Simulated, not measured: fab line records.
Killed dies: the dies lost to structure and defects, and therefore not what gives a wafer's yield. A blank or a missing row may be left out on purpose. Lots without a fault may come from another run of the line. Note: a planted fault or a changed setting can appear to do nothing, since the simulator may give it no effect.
Which tool is to blame? | flow gf180mcu | Sampling: 6 lots, 18 wafers, 3 of 602 route steps

## WHAT THE GAUGES SHOWED, per wafer
GF_VT_IMPLANT_RS_MEAS_46: uses a four-point probe to measure.
lot  | measured     | on           | MVSD_RS (ohm/sq)
L564 | day 8 07:48  | filmMetro-01 | 454.1 455.1 456.5
L567 | day 9 04:58  | filmMetro-01 | 454.5 455.0 454.8
L569 | day 9 18:32  | filmMetro-02 | 454.5 454.3 455.3
L571 | day 10 18:31 | filmMetro-02 | 455.6 456.2 456.0
L580 | day 12 21:46 | filmMetro-02 | 457.4 454.7 456.5
L583 | day 13 14:41 | filmMetro-03 | 457.7 456.1 457.0

## EACH LOT AND THE TOOL THAT RAN IT (in order: tool; ch and the chambers of the sampled wafers; start)
lot  | GF_MVSD_IMPLANT_08             | GF_VT_IMPLANT_RTA_45
L564 | implanter-04 ch 0, day 5 03:01 | rtpAnneal-02 ch 0, day 8 07:41
L567 | implanter-04 ch 0, day 5 20:04 | rtpAnneal-01 ch 0, day 9 04:52
L569 | implanter-04 ch 0, day 6 08:01 | rtpAnneal-01 ch 0, day 9 18:26
L571 | implanter-02 ch 0, day 7 04:13 | rtpAnneal-02 ch 0, day 10 18:25
L580 | implanter-01 ch 0, day 9 00:34 | rtpAnneal-01 ch 0, day 12 21:40
L583 | implanter-02 ch 0, day 9 15:11 | rtpAnneal-01 ch 0, day 13 14:35
- GF_MVSD_IMPLANT_08
- GF_VT_IMPLANT_RTA_45: time 30 s.

## THE ANSWER, worked out from the rows above alone
Rule: what is usual is taken from the lots themselves. Put in order of their means at a reading, lots are off if they are a third of the lots or fewer, leave a main group of 4 or more, and stand apart from it by a gap of 3 or more times the standard deviation of the main group's means; of several such gaps the widest counts. A main group whose means are all the same, to the digits that the tables above print for the reading, isn't used. Also off: a lot with no number at a reading for which 4 or more lots have one. All remaining lots with rows at the step are treated as sound.
Nothing can be told from this: no lot is off at any reading shown.

## WHAT THE SIMULATOR HAD PUT IN
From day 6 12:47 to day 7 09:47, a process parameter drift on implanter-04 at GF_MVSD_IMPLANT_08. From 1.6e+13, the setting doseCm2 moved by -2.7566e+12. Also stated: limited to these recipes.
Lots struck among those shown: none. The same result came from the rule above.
